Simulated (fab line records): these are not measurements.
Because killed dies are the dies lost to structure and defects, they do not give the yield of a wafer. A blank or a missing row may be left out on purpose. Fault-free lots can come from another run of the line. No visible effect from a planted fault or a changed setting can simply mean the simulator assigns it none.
A lot that was struck, set against a sound lot | flow sfq line | 14 steps out of a route of 325
Sound: the wafers L273.1, L273.3, L273.4. Struck: wafer L287.4 (L287.1, L287.6, from the same lot, were not struck and are left out); the cause is given at the end.
Each step with rows lists, per side, the tool, then ch with its chambers, then its first start. Under that, the readings that differ: sound wafers | struck wafers | difference of the means | sigmas: that difference in standard deviations of wafers without a fault.
alike: same words and numbers on both sides, and readings whose means sit less than 2 such deviations apart. not compared: any withheld reading, any reading some wafer has no value for, any bound like >300 that may hide the same value, and any number with overlapping values for which the record gives no deviation.
Wherever a step has rows on one side only, a row that says differs or no value, or a row with sigmas, the two part there. Numbers that don't overlap but have no deviation are shown without sigmas and don't part them. A reading that every wafer of one side lacks parts them only if that side has two wafers or more.

first, 6 steps without rows for these wafers: SFQ_TRILAYER_M0_LITHO_COAT_026 (resist thk 62 nm); SFQ_TRILAYER_M0_LITHO_COAT_021 (resist thk 600 nm); SFQ_TRILAYER_M0_LITHO_SOFTBAKE_025; SFQ_TRILAYER_M0_LITHO_EXPOSE_022 (exposes mask M0, target cd 500 nm); SFQ_TRILAYER_M0_LITHO_PEB_024 (peb time 60 s); SFQ_TRILAYER_M0_LITHO_DEVELOP_023 (time 60 s).
SFQ_M0_OVL_MEAS_906:
  sound on overlay-01 at day 14 02:08; struck on overlay-01 at day 19 02:04
  alike: M0_OVL
SFQ_TRILAYER_M0_BARC_OPEN_METAL_ETCH_031: etches BARC in O2, target depth 125 nm, time 41.7 s.
  sound on rie metal-03 ch 0,1, day 14 02:10; struck on rie metal-02 ch 1, day 19 02:05
  alike: drypump motor current A, oes product au, rf fwd power W
  not compared: rf hours counter h
SFQ_TRILAYER_M0_ETCH_METAL_ETCH_024: etches Nb in Cl2/Ar, stops on SiO2, target depth 240 nm, time 120 s.
  sound on rie metal-03 ch 0,1, day 14 02:14; struck on rie metal-02 ch 1, day 19 02:09
  alike: drypump motor current A, oes product au, rf fwd power W
  not compared: rf hours counter h
SFQ_TRILAYER_M0_STRIP_STRIP_025: strips in O2.
  sound on rie metal-03 ch 0,1, day 14 02:21; struck on rie metal-02 ch 1, day 19 02:17
  alike: drypump motor current A, oes product au, platen temp c
  not compared: rf hours counter h
then, 1 step without rows for these wafers: SFQ_TRILAYER_M0_STRIP_SOLV_CLEAN_026 (cleans in NMP, time 600 s).
SFQ_TRILAYER_I0_DEP_PECVD_027: deposits SiO2 from SiH4/N2O, time 111.11 s, target thk 500 nm.
  sound on pecvd-02 ch 0,2, day 14 03:08; struck on pecvd-02 ch 1, day 19 03:04
  reading            | sound             | struck | difference | sigmas
  rf fwd power W (W) | 181.4 181.9 181.7 | 183.6  | +1.9       | +3
  alike: chamber pressure Torr, heater power outer w, heater power w, throttle valve pct
  not compared: since wet clean h
SFQ_TRILAYER_I0_CMP_CMP_028: polishes SiO2.
  sound on cmp-02 ch 0,2,3, day 14 07:35; struck on cmp-02 ch 1, day 19 10:07
  reading                | sound             | struck | difference | sigmas
  platen rpm (rpm)       | 60.02 60.03 59.98 | 65.99  | +5.98      | +99 or more
  time to endpoint s (s) | 209 217 211       | 194    | -18        | -2
  alike: motor current A
SFQ_I0_BOW_MEAS_907:
  sound on film metro-02 at day 14 10:35; struck on film metro-03 at day 19 12:37
  alike: I0_BOW

WHERE THEY PART
Earliest at SFQ_TRILAYER_I0_DEP_PECVD_027; latest, in this record, at SFQ_TRILAYER_I0_CMP_CMP_028. Later steps at which nothing parts them and some readings are alike: SFQ_I0_BOW_MEAS_907.

WHY: the cause the simulator had injected
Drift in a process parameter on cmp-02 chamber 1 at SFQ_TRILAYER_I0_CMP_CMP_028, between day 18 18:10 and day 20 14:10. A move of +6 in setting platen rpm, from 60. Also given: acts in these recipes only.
